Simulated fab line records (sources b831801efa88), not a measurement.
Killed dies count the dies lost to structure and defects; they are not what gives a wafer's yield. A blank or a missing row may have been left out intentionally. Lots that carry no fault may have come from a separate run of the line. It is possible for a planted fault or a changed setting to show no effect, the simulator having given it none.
Chamber matching ; flow gf180mcu ; 3 sister chambers for GF_V1_CVD_02 on pecvd-03
The step deposits SiO2 from TEOS, target thk 850 nm, time 94.851 s. 3 wafers are shown with their chamber, then 7 later ones without.

== WAFERS PAIRED WITH THEIR CHAMBERS ==
wafer;chamber;heaterPowerW (W)
L890.4;0;715
L897.3;2;599
L897.5;1;787

== WAFERS WHOSE CHAMBER IS MISSING ==
wafer;heaterPowerW (W)
L897.6;639
L906.1;643
L906.3;762
L906.6;820
L907.1;789
L907.4;602
L907.6;821

== THE CHAMBER EACH PASSED THROUGH ==
wafer;from the rows above;in truth
L897.6;can't be placed: 2 or 0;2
L906.1;can't be placed: 2 or 0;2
L906.3;can't be placed: 1 or 0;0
L906.6;1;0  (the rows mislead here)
L907.1;1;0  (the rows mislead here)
L907.4;2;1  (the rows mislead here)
L907.6;1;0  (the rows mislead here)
Correct placement for 0 of the 7. These rows do not allow placing 3 (true chamber among the candidates in 3). Number placed wrongly: 4.
How it was worked out, from the rows above alone: a wafer's distance from a chamber is the root of the sum, over the readings, of the square of ((its reading less the chamber's mean) divided by the reading's scatter). The wafer belongs to the nearest chamber; if the next one is less than 2 further off, it can't be placed. For every chamber, the mean is computed from those of its wafers that are shown. The scatter: with one shown wafer a chamber, the root of the mean of the squares of how far each hidden wafer lies from its nearest shown one.
